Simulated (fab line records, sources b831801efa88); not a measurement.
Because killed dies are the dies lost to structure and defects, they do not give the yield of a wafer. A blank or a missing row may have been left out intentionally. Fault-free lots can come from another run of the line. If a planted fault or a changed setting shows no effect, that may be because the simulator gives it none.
fab line records	flow gf180mcu
record lots=5	wafers=23
route steps=602 shown POLY_GATE@165 HV_LDD@185 NSD@237 PSD@250
start-h: start of the lot's first displayed wafer, in hours after the record's first day	wait-h: hours elapsed since this lot's preceding step	" repeats the value in the row above	L1.1+2: a single row standing in for several wafers	- value missing, or start not given	* or withheld: withheld	< > ~ a bound
route shown NAME@n: names a module that has steps shown in the file, with the first one's number in the route	usual: mean/standard deviation taken from wafers without a fault	same: alike in all rows	chamber/n: place in a boat	sites: readings site by site	_std_site: standard deviation across them	_edge_site: the outer-site mean with the inner-site mean subtracted	radius-mm: for every site, how far away it sits from the centre of the wafer	mask NAME#n: copy n	behind: the tool/chamber that last shaped the wafer	hold: why the lot went on hold/how many hours it stayed there/how the hold came to an end	device: the n, p or np transistor that did not switch	end of line: the route-end tests of the same wafers	a step without rows: its recipe alone	killed: count of dies lost to structure and defects at first sort (not the wafer's yield)	map: a wafer's dies, marking killed ones x, the rest . and places with no die _
set.NAME: the setting the step ran with; set.NAME@STEP: the setting that earlier step ran with	model.NAME: the simulator's own value behind a step, which no gauge read
lots run with intentionally changed settings; tables by step, rows by wafer
## steps
# step GF_POLY_GATE_PEB_08
# recipe peb-temp-c=135	peb-time-s=90	resist=KrF
lot.wafer	tool	chamber	start-h	wait-h	set.peb-time-s
L076.3+4+5	litho-track-02	0	-	-	90
L078.1+2+6	litho-track-01	0	-	-	90
L078.4+5	"	0	"	"	81.41
L079.1+5+6	litho-track-02	0	-	-	86.61
L079.2+3	"	0	"	"	90
L082.1+5+6	litho-track-04	0	-	-	90
L082.2+3	"	0	"	"	76.74
L083.1+2	litho-track-02	0	-	-	80.79
L083.3+4+5	"	0	"	"	90
# step GF_POLY_GATE_DEVELOP_09
# recipe develop-time-s=60	resist=KrF	dev-temp-c=21
# step GF_POLY_GATE_CD_MEAS_10
# recipe target-cd-nm=280
# usual cd-nm=280.0/1.7
lot.wafer	tool	chamber	start-h	wait-h	set.peb-time-s@POLY_GATE_PEB_08	cd-nm
L076.3	cd-sem-01	-	205.36	0.1	90	278.5
L076.4	"	-	"	"	90	279.4
L076.5	"	-	"	"	90	278.8
L078.1	cd-sem-02	-	223.49	0.1	90	278.1
L078.2	"	-	"	"	90	278.8
L078.4	"	-	"	"	81.41	281.9
L078.5	"	-	"	"	81.41	281.3
L078.6	"	-	"	"	90	279.7
L079.1	cd-sem-01	-	229.77	0.1	86.61	282.1
L079.2	"	-	"	"	90	280.2
L079.3	"	-	"	"	90	280.2
L079.5	"	-	"	"	86.61	280.3
L079.6	"	-	"	"	86.61	281.9
L082.1	cd-sem-02	-	250.16	0.1	90	279.6
L082.2	"	-	"	"	76.74	282.6
L082.3	"	-	"	"	76.74	281.7
L082.5	"	-	"	"	90	279.6
L082.6	"	-	"	"	90	279.1
L083.1	cd-sem-01	-	261.32	0.1	80.79	285.8
L083.2	"	-	"	"	80.79	284.4
L083.3	"	-	"	"	90	281.2
L083.4	"	-	"	"	90	281.7
L083.5	"	-	"	"	90	283.4
# step GF_HV_LDD_IMPLANT_09
# recipe species=As	energy-kev=40	dose-cm2=1e+14	tilt-deg=7
lot.wafer	tool	chamber	start-h	wait-h	set.dose-cm2
L076.3+4+5	implanter-04	0	226.15	0.1	1e+14
L078.1+4+6	implanter-04	0	243.80	0.0	1e+14
L078.2+5	"	0	"	"	1.107e+14
L079.1+2+3+5+6	implanter-04	0	250.92	0.0	1e+14
L082.1+2+6	implanter-04	0	272.07	0.0	1e+14
L082.3+5	"	0	"	"	9.028e+13
L083.1+2+3+4+5	implanter-03	0	282.77	0.0	1e+14
# step GF_HV_LDD_DEVELOP_18
# recipe develop-time-s=60	dev-temp-c=23
lot.wafer	tool	chamber	start-h	wait-h	set.develop-time-s
L076.3+4+5	litho-track-03	0	244.44	0.1	60
L078.1+2+5	litho-track-03	0	262.29	0.1	65.49
L078.4+6	"	0	"	"	60
L079.1+5	litho-track-03	0	270.34	0.1	67.76
L079.2+3+6	"	0	"	"	60
L082.1+3+6	litho-track-01	0	291.94	0.1	54.4
L082.2+5	"	0	"	"	60
L083.1+4	litho-track-01	0	301.84	0.1	60
L083.2+3+5	"	0	"	"	68.36
# step GF_HV_LDD_CD_MEAS_19
# recipe target-cd-nm=400
# usual cd-nm=400.5/2.2
lot.wafer	tool	chamber	start-h	wait-h	set.develop-time-s@HV_LDD_DEVELOP_18	cd-nm
L076.3	cd-sem-01	-	244.58	0.1	60	397.5
L076.4	"	-	"	"	60	397.8
L076.5	"	-	"	"	60	397.2
L078.1	cd-sem-01	-	262.44	0.1	65.49	407.7
L078.2	"	-	"	"	65.49	409.9
L078.4	"	-	"	"	60	400.8
L078.5	"	-	"	"	65.49	408.4
L078.6	"	-	"	"	60	399.0
L079.1	cd-sem-02	-	270.49	0.1	67.76	409.5
L079.2	"	-	"	"	60	399.0
L079.3	"	-	"	"	60	398.0
L079.5	"	-	"	"	67.76	409.0
L079.6	"	-	"	"	60	397.9
L082.1	cd-sem-01	-	292.09	0.1	54.4	394.1
L082.2	"	-	"	"	60	400.6
L082.3	"	-	"	"	54.4	394.1
L082.5	"	-	"	"	60	401.6
L082.6	"	-	"	"	54.4	392.7
L083.1	cd-sem-02	-	301.99	0.1	60	397.3
L083.2	"	-	"	"	68.36	409.6
L083.3	"	-	"	"	68.36	409.0
L083.4	"	-	"	"	60	401.0
L083.5	"	-	"	"	68.36	410.4
# step GF_HV_LDD_IMPLANT_21
# recipe species=BF2	energy-kev=25	dose-cm2=5e+13	tilt-deg=7
lot.wafer	tool	chamber	start-h	wait-h	set.dose-cm2
L076.3+4+5	implanter-04	0	244.75	0.1	5e+13
L078.1+4	implanter-03	0	262.60	0.0	5e+13
L078.2+5+6	"	0	"	"	4.511e+13
L079.1+2+3+5+6	implanter-03	0	270.65	0.0	5e+13
L082.1+3+5	implanter-04	0	292.25	0.0	5e+13
L082.2+6	"	0	"	"	4.544e+13
L083.1+2+3	implanter-01	0	302.15	0.0	5e+13
L083.4+5	"	0	"	"	4.147e+13
# step GF_HV_LDD_STRIP_22
# recipe chemistry=O2/N2	power-w=1400	pressure-mtorr=1500	platen-temp-c=250	o2-flow-sccm=3000	n2-flow-sccm=300	overash-fraction=0.5
# step GF_HV_LDD_TW_MEAS_23
# usual HV_LDD_2_TW=1053/21
lot.wafer	tool	chamber	start-h	wait-h	set.dose-cm2@HV_LDD_IMPLANT_21	HV_LDD_2_TW
L076.3	film-metro-04	-	244.97	0.1	5e+13	1071
L076.4	"	-	"	"	5e+13	1075
L076.5	"	-	"	"	5e+13	1067
L078.1	film-metro-03	-	262.85	0.1	5e+13	1031
L078.2	"	-	"	"	4.511e+13	988
L078.4	"	-	"	"	5e+13	1029
L078.5	"	-	"	"	4.511e+13	988
L078.6	"	-	"	"	4.511e+13	990
L079.1	film-metro-02	-	270.90	0.1	5e+13	1059
L079.2	"	-	"	"	5e+13	1071
L079.3	"	-	"	"	5e+13	1075
L079.5	"	-	"	"	5e+13	1068
L079.6	"	-	"	"	5e+13	1070
L082.1	film-metro-03	-	292.50	0.1	5e+13	1030
L082.2	"	-	"	"	4.544e+13	1004
L082.3	"	-	"	"	5e+13	1031
L082.5	"	-	"	"	5e+13	1032
L082.6	"	-	"	"	4.544e+13	999
L083.1	film-metro-02	-	302.40	0.1	5e+13	1070
L083.2	"	-	"	"	5e+13	1075
L083.3	"	-	"	"	5e+13	1066
L083.4	"	-	"	"	4.147e+13	1004
L083.5	"	-	"	"	4.147e+13	1006
# step GF_HV_LDD_DEVELOP_45
# recipe develop-time-s=60	dev-temp-c=23
lot.wafer	tool	chamber	start-h	wait-h	set.develop-time-s
L076.3+4+5	litho-track-01	0	282.89	0.1	60
L078.1+4+5	litho-track-01	0	302.89	0.1	60
L078.2+6	"	0	"	"	66.82
L079.1+3+6	litho-track-04	0	310.81	0.1	64.8
L079.2+5	"	0	"	"	60
L082.1+5+6	litho-track-04	0	333.01	0.1	65.76
L082.2+3	"	0	"	"	60
L083.1+2+4	litho-track-03	0	344.59	0.1	64.5
L083.3+5	"	0	"	"	60
# step GF_HV_LDD_CD_MEAS_46
# recipe target-cd-nm=400
# usual cd-nm=399.3/2.1
lot.wafer	tool	chamber	start-h	wait-h	set.develop-time-s@HV_LDD_DEVELOP_45	cd-nm
L076.3	cd-sem-02	-	283.03	0.1	60	400.9
L076.4	"	-	"	"	60	401.4
L076.5	"	-	"	"	60	400.8
L078.1	cd-sem-02	-	303.04	0.1	60	399.7
L078.2	"	-	"	"	66.82	407.8
L078.4	"	-	"	"	60	396.8
L078.5	"	-	"	"	60	398.4
L078.6	"	-	"	"	66.82	408.2
L079.1	cd-sem-01	-	310.96	0.1	64.8	409.9
L079.2	"	-	"	"	60	404.2
L079.3	"	-	"	"	64.8	407.9
L079.5	"	-	"	"	60	402.9
L079.6	"	-	"	"	64.8	406.5
L082.1	cd-sem-01	-	333.16	0.1	65.76	408.0
L082.2	"	-	"	"	60	397.7
L082.3	"	-	"	"	60	397.3
L082.5	"	-	"	"	65.76	407.0
L082.6	"	-	"	"	65.76	408.1
L083.1	cd-sem-02	-	344.74	0.1	64.5	403.3
L083.2	"	-	"	"	64.5	402.1
L083.3	"	-	"	"	60	397.0
L083.4	"	-	"	"	64.5	401.3
L083.5	"	-	"	"	60	395.7
# step GF_HV_LDD_IMPLANT_48
# recipe species=B	energy-kev=25	dose-cm2=3e+13	tilt-deg=7
# step GF_HV_LDD_CLEAN_51
# recipe chemistry=SC1/SC2	mix=1:4:20	temp-c=70	time-s=150	dry=n2-spin
# step GF_HV_LDD_RTA_52
# recipe temp-c=1000	time-s=10	ambient=N2
# step GF_HV_LDD_RS_MEAS_53
# recipe thk-meas-gauge=four-point-probe
# usual HV_LDD_RS=418.6/0.76
lot.wafer	tool	chamber	start-h	wait-h	set.dose-cm2@HV_LDD_IMPLANT_09	HV_LDD_RS[ohm/sq]
L076.3	film-metro-04	-	283.61	0.1	1e+14	419.4
L076.4	"	-	"	"	1e+14	419.0
L076.5	"	-	"	"	1e+14	419.1
L078.1	film-metro-03	-	303.63	0.1	1e+14	417.6
L078.2	"	-	"	"	1.107e+14	400.5
L078.4	"	-	"	"	1e+14	419.6
L078.5	"	-	"	"	1.107e+14	400.0
L078.6	"	-	"	"	1e+14	418.7
L079.1	film-metro-03	-	311.55	0.1	1e+14	419.1
L079.2	"	-	"	"	1e+14	417.4
L079.3	"	-	"	"	1e+14	418.9
L079.5	"	-	"	"	1e+14	418.4
L079.6	"	-	"	"	1e+14	416.2
L082.1	film-metro-04	-	333.74	0.1	1e+14	419.9
L082.2	"	-	"	"	1e+14	417.3
L082.3	"	-	"	"	9.028e+13	437.3
L082.5	"	-	"	"	9.028e+13	437.1
L082.6	"	-	"	"	1e+14	421.5
L083.1	film-metro-04	-	345.33	0.1	1e+14	415.8
L083.2	"	-	"	"	1e+14	419.2
L083.3	"	-	"	"	1e+14	418.6
L083.4	"	-	"	"	1e+14	416.1
L083.5	"	-	"	"	1e+14	416.0
# step GF_HV_LDD_CVD_56
# recipe material=Si3N4	precursor=DCS/NH3	target-thk-nm=90	temp-c=770	time-s=1543	pressure-mtorr=250
lot.wafer	tool	chamber	start-h	wait-h	set.time-s	model.Si3N4_of_HV_LDD_CVD_56.thk-nm
L076.3	lpcvd-01	1	284.77	0.0	1543	89.99
L076.4	"	1	"	"	1543	90.43
L076.5	"	1	"	"	1543	90.75
L078.1	-	-	-	0.1	1627	94.24
L078.2	"	-	"	"	1627	94.42
L078.4	"	-	"	"	1627	93.62
L078.5	"	-	"	"	1627	94.01
L078.6	"	-	"	"	1627	94.38
L079.1	-	-	-	0.1	1543	89.68
L079.2	"	-	"	"	1543	88.96
L079.3	"	-	"	"	1543	89.41
L079.5	"	-	"	"	1543	89.85
L079.6	"	-	"	"	1543	89.2
L082.1+5	-	-	-	0.1	1334	79
L082.2	"	-	"	"	1334	78.39
L082.3+6	"	-	"	"	1334	78.92
L083.1	-	-	-	0.1	1710	99.79
L083.2	"	-	"	"	1710	99.3
L083.3	"	-	"	"	1710	98.56
L083.4	"	-	"	"	1710	99.89
L083.5	"	-	"	"	1710	99.4
# step GF_HV_LDD_THK_MEAS_57
# recipe reads=Si3N4_of_HV_LDD_CVD_56
# usual HV_LDD_CVD_56_THK=90.0/0.87
lot.wafer	tool	chamber	start-h	wait-h	set.time-s@HV_LDD_CVD_56	HV_LDD_CVD_56_THK[nm]
L076.3	film-metro-03	-	286.22	0.0	1543	90.0
L076.4	"	-	"	"	1543	90.4
L076.5	"	-	"	"	1543	90.7
L078.1	film-metro-03	-	-	-	1627	94.3
L078.2	"	-	"	"	1627	94.4
L078.4	"	-	"	"	1627	93.6
L078.5	"	-	"	"	1627	94.0
L078.6	"	-	"	"	1627	94.4
L079.1	film-metro-02	-	-	-	1543	89.7
L079.2	"	-	"	"	1543	89.0
L079.3	"	-	"	"	1543	89.4
L079.5	"	-	"	"	1543	89.8
L079.6	"	-	"	"	1543	89.2
L082.1	film-metro-04	-	-	-	1334	79.0
L082.2	"	-	"	"	1334	78.5
L082.3	"	-	"	"	1334	78.9
L082.5	"	-	"	"	1334	79.0
L082.6	"	-	"	"	1334	79.0
L083.1	film-metro-02	-	-	-	1710	99.8
L083.2	"	-	"	"	1710	99.3
L083.3	"	-	"	"	1710	98.6
L083.4	"	-	"	"	1710	100.0
L083.5	"	-	"	"	1710	99.4
# step GF_HV_LDD_ETCHBACK_58
# recipe chemistry=CH3F/O2	target=Si3N4	stop-on=SiO2	source-w=400	bias-w=80	pressure-mtorr=25	ch3f-flow-sccm=40	O2_flow_sccm=30	time-s=100	target-depth-a=900
# usual oes-product-au=0.843/0.0063
lot.wafer	tool	chamber	start-h	wait-h	set.time-s@HV_LDD_CVD_56	oes-product-au
L076.3	rie-diel-01	1	286.26	0.0	1543	0.841
L076.4	"	0	"	"	1543	0.846
L076.5	"	3	"	"	1543	0.855
L078.1	rie-diel-01	2	306.32	0.1	1627	0.865
L078.2	"	1	"	"	1627	0.864
L078.4	"	3	"	"	1627	0.865
L078.5	"	1	"	"	1627	0.859
L078.6	"	0	"	"	1627	0.862
L079.1	rie-diel-02	2	315.38	0.1	1543	0.846
L079.2	"	1	"	"	1543	0.838
L079.3	"	0	"	"	1543	0.843
L079.5	"	2	"	"	1543	0.836
L079.6	"	1	"	"	1543	0.833
L082.1	rie-diel-02	3	336.43	0.1	1334	0.784
L082.2	"	1	"	"	1334	0.791
L082.3	"	0	"	"	1334	0.782
L082.5	"	1	"	"	1334	0.787
L082.6	"	0	"	"	1334	0.780
L083.1	rie-diel-02	3	348.02	0.1	1710	0.889
L083.2	"	0	"	"	1710	0.895
L083.3	"	2	"	"	1710	0.896
L083.4	"	1	"	"	1710	0.895
L083.5	"	3	"	"	1710	0.887
# step GF_NSD_COAT_02
# recipe resist=NOVOLAK	spin-rpm=3000	resist-thk-nm=1000
lot.wafer	tool	chamber	start-h	wait-h	set.spin-rpm	model.NOVOLAK_of_NSD_COAT_02.thk-nm
L076.3	litho-track-02	0	296.12	0.1	3000	1001
L076.4	"	0	"	"	3000	996.3
L076.5	"	0	"	"	3000	997.3
L078.1	litho-track-04	0	316.31	0.1	3000	1003
L078.2	"	0	"	"	3000	999.9
L078.4+6	"	0	"	"	3000	1002
L078.5	"	0	"	"	3000	1000
L079.1	litho-track-04	0	325.21	0.1	3000	997.1
L079.2	"	0	"	"	3000	999.2
L079.3	"	0	"	"	3000	997
L079.5	"	0	"	"	3000	998.5
L079.6	"	0	"	"	3000	999.8
L082.1	litho-track-02	0	346.47	0.1	3000	1005
L082.2	"	0	"	"	3146	979.7
L082.3	"	0	"	"	3000	1004
L082.5	"	0	"	"	3146	979.2
L082.6	"	0	"	"	3146	978.4
L083.1	litho-track-02	0	358.62	0.1	2784	1041
L083.2	"	0	"	"	2784	1035
L083.3	"	0	"	"	3000	1003
L083.4	"	0	"	"	3000	1001
L083.5	"	0	"	"	3000	1002
# step GF_NSD_SOFTBAKE_03
# recipe temp-c=90	time-s=60	resist=NOVOLAK
# step GF_NSD_EXPOSE_04
# recipe mask-id=Nplus	target-cd-nm=400	na=0.6	source-shape=conventional	sigma-outer=0.6	dose-mj=140
# step GF_NSD_IMPLANT_09
# recipe species=As	energy-kev=60	dose-cm2=4e+15	tilt-deg=7
# step GF_NSD_IMPLANT_10
# recipe species=P	energy-kev=40	dose-cm2=5e+14	tilt-deg=7
# step GF_NSD_STRIP_11
# recipe chemistry=O2/N2	power-w=1400	pressure-mtorr=1500	platen-temp-c=250	o2-flow-sccm=3000	n2-flow-sccm=300	overash-fraction=0.5
# usual strip-time-to-endpoint-s=22.97/0.043
lot.wafer	tool	chamber	start-h	wait-h	set.spin-rpm@NSD_COAT_02	strip-time-to-endpoint-s
L076.3	plasma-asher-03	1	306.45	0.1	3000	22.97
L076.4	"	0	"	"	3000	22.94
L076.5	"	0	"	"	3000	22.94
L078.1	plasma-asher-02	0	326.95	0.1	3000	23.00
L078.2	"	1	"	"	3000	22.97
L078.4	"	0	"	"	3000	23.00
L078.5	"	1	"	"	3000	22.97
L078.6	"	0	"	"	3000	23.00
L079.1	plasma-asher-03	0	336.71	0.1	3000	22.97
L079.2	"	1	"	"	3000	23.01
L079.3	"	0	"	"	3000	22.95
L079.5	"	1	"	"	3000	22.98
L079.6	"	0	"	"	3000	23.00
L082.1	plasma-asher-02	1	357.83	0.1	3000	23.01
L082.2	"	0	"	"	3146	22.74
L082.3	"	0	"	"	3000	22.99
L082.5	"	0	"	"	3146	22.71
L082.6	"	1	"	"	3146	22.71
L083.1	plasma-asher-02	1	370.75	0.1	2784	23.44
L083.2	"	0	"	"	2784	23.37
L083.3	"	0	"	"	3000	23.00
L083.4	"	1	"	"	3000	22.98
L083.5	"	0	"	"	3000	22.99
# step GF_PSD_COAT_02
# recipe resist=NOVOLAK	spin-rpm=3000	resist-thk-nm=1000
lot.wafer	tool	chamber	start-h	wait-h	set.spin-rpm	model.NOVOLAK_of_PSD_COAT_02.thk-nm
L076.3+5	litho-track-03	0	316.49	0.1	3000	1003
L076.4	"	0	"	"	3000	1002
L078.1	litho-track-02	0	337.17	0.1	3000	997.9
L078.2	"	0	"	"	2788	1038
L078.4	"	0	"	"	2788	1035
L078.5	"	0	"	"	3000	998.3
L078.6	"	0	"	"	2788	1039
L079.1	litho-track-01	0	346.94	0.1	3128	982.4
L079.2	"	0	"	"	3128	980.2
L079.3	"	0	"	"	3128	980.8
L079.5	"	0	"	"	3000	999.4
L079.6	"	0	"	"	3000	1004
L082.1	litho-track-02	0	368.52	0.1	3119	986.3
L082.2	"	0	"	"	3119	983.2
L082.3	"	0	"	"	3000	1005
L082.5	"	0	"	"	3119	984.2
L082.6	"	0	"	"	3000	1004
L083.1	litho-track-01	0	381.79	0.1	3109	981.7
L083.2	"	0	"	"	3109	981.9
L083.3	"	0	"	"	3000	1001
L083.4	"	0	"	"	3000	997.6
L083.5	"	0	"	"	3109	983.4
# step GF_PSD_DEVELOP_06
# recipe develop-time-s=60	dev-temp-c=23
lot.wafer	tool	chamber	start-h	wait-h	set.develop-time-s
L076.3+4+5	litho-track-01	0	326.49	0.1	60
L078.1+2+4+5+6	litho-track-03	0	347.74	0.1	60
L079.1+2+6	litho-track-01	0	357.74	0.1	55.92
L079.3+5	"	0	"	"	60
L082.1+3+6	litho-track-01	0	379.64	0.1	60
L082.2+5	"	0	"	"	52.32
L083.1+3+4	litho-track-01	0	393.09	0.1	60
L083.2+5	"	0	"	"	55.21
# step GF_PSD_CD_MEAS_07
# recipe target-cd-nm=400
# usual cd-nm=400.5/2.5
lot.wafer	tool	chamber	start-h	wait-h	set.develop-time-s@PSD_DEVELOP_06	cd-nm
L076.3	cd-sem-01	-	326.63	0.1	60	398.7
L076.4	"	-	"	"	60	399.0
L076.5	"	-	"	"	60	397.6
L078.1	cd-sem-01	-	347.89	0.1	60	398.5
L078.2	"	-	"	"	60	395.3
L078.4	"	-	"	"	60	393.5
L078.5	"	-	"	"	60	398.4
L078.6	"	-	"	"	60	395.4
L079.1	cd-sem-01	-	357.89	0.1	55.92	393.2
L079.2	"	-	"	"	55.92	393.7
L079.3	"	-	"	"	60	401.8
L079.5	"	-	"	"	60	399.6
L079.6	"	-	"	"	55.92	393.8
L082.1	cd-sem-02	-	379.79	0.1	60	402.7
L082.2	"	-	"	"	52.32	385.8
L082.3	"	-	"	"	60	400.1
L082.5	"	-	"	"	52.32	389.8
L082.6	"	-	"	"	60	398.9
L083.1	cd-sem-01	-	393.24	0.1	60	399.9
L083.2	"	-	"	"	55.21	390.8
L083.3	"	-	"	"	60	396.5
L083.4	"	-	"	"	60	396.4
L083.5	"	-	"	"	55.21	389.4
# step GF_PSD_IMPLANT_09
# recipe species=BF2	energy-kev=40	dose-cm2=1.5e+15	tilt-deg=7
# step GF_PSD_STRIP_10
# recipe chemistry=O2/N2	power-w=1400	pressure-mtorr=1500	platen-temp-c=250	o2-flow-sccm=3000	n2-flow-sccm=300	overash-fraction=0.5
# usual strip-time-to-endpoint-s=16.51/0.037
lot.wafer	tool	chamber	start-h	wait-h	set.spin-rpm@PSD_COAT_02	strip-time-to-endpoint-s
L076.3	plasma-asher-01	1	326.93	0.1	3000	16.53
L076.4	"	0	"	"	3000	16.52
L076.5	"	0	"	"	3000	16.54
L078.1	plasma-asher-01	0	348.20	0.1	3000	16.46
L078.2	"	1	"	"	2788	16.92
L078.4	"	0	"	"	2788	16.90
L078.5	"	1	"	"	3000	16.47
L078.6	"	0	"	"	2788	16.95
L079.1	plasma-asher-03	1	358.20	0.1	3128	16.29
L079.2	"	0	"	"	3128	16.26
L079.3	"	0	"	"	3128	16.27
L079.5	"	1	"	"	3000	16.49
L079.6	"	0	"	"	3000	16.52
L082.1	plasma-asher-03	0	380.10	0.1	3119	16.36
L082.2	"	1	"	"	3119	16.29
L082.3	"	1	"	"	3000	16.56
L082.5	"	1	"	"	3119	16.35
L082.6	"	0	"	"	3000	16.57
L083.1	plasma-asher-03	0	393.55	0.1	3109	16.27
L083.2	"	1	"	"	3109	16.27
L083.3	"	0	"	"	3000	16.51
L083.4	"	1	"	"	3000	16.47
L083.5	"	0	"	"	3109	16.31
## key
split step=GF_POLY_GATE_PEB_08	setting=peb-time-s	stated=90	by=wafer
response step=GF_POLY_GATE_CD_MEAS_10	reading=cd-nm	change=-0.238	per=1%	r=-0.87
split step=GF_HV_LDD_IMPLANT_09	setting=dose-cm2	stated=1e+14	by=wafer
response step=GF_HV_LDD_RS_MEAS_53	reading=HV_LDD_RS	change=-1.76	per=1%	r=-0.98
split step=GF_HV_LDD_DEVELOP_18	setting=develop-time-s	stated=60	by=wafer
response step=GF_HV_LDD_CD_MEAS_19	reading=cd-nm	change=+0.822	per=1%	r=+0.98
split step=GF_HV_LDD_IMPLANT_21	setting=dose-cm2	stated=5e+13	by=wafer
response step=GF_HV_LDD_TW_MEAS_23	reading=HV_LDD_2_TW	change=+3.81	per=1%	r=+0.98
split step=GF_HV_LDD_DEVELOP_45	setting=develop-time-s	stated=60	by=wafer
response step=GF_HV_LDD_CD_MEAS_46	reading=cd-nm	change=+0.845	per=1%	r=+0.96
split step=GF_HV_LDD_CVD_56	setting=time-s	stated=1543	by=lot
response step=GF_HV_LDD_CVD_56	reading=model.Si3N4_of_HV_LDD_CVD_56.thk-nm	change=+0.834	per=1%	r=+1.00
response step=GF_HV_LDD_THK_MEAS_57	reading=HV_LDD_CVD_56_THK	change=+0.834	per=1%	r=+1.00
response step=GF_HV_LDD_ETCHBACK_58	reading=oes-product-au	change=+0.00433	per=1%	r=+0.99
split step=GF_NSD_COAT_02	setting=spin-rpm	stated=3000	by=wafer
response step=GF_NSD_COAT_02	reading=model.NOVOLAK_of_NSD_COAT_02.thk-nm	change=-5.1	per=1%	r=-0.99
response step=GF_NSD_STRIP_11	reading=strip-time-to-endpoint-s	change=*	per=1%	r=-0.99
split step=GF_PSD_COAT_02	setting=spin-rpm	stated=3000	by=wafer
response step=GF_PSD_COAT_02	reading=model.NOVOLAK_of_PSD_COAT_02.thk-nm	change=-5.22	per=1%	r=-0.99
response step=GF_PSD_STRIP_10	reading=strip-time-to-endpoint-s	change=*	per=1%	r=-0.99
split step=GF_PSD_DEVELOP_06	setting=develop-time-s	stated=60	by=wafer
response step=GF_PSD_CD_MEAS_07	reading=cd-nm	change=+0.993	per=1%	r=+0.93
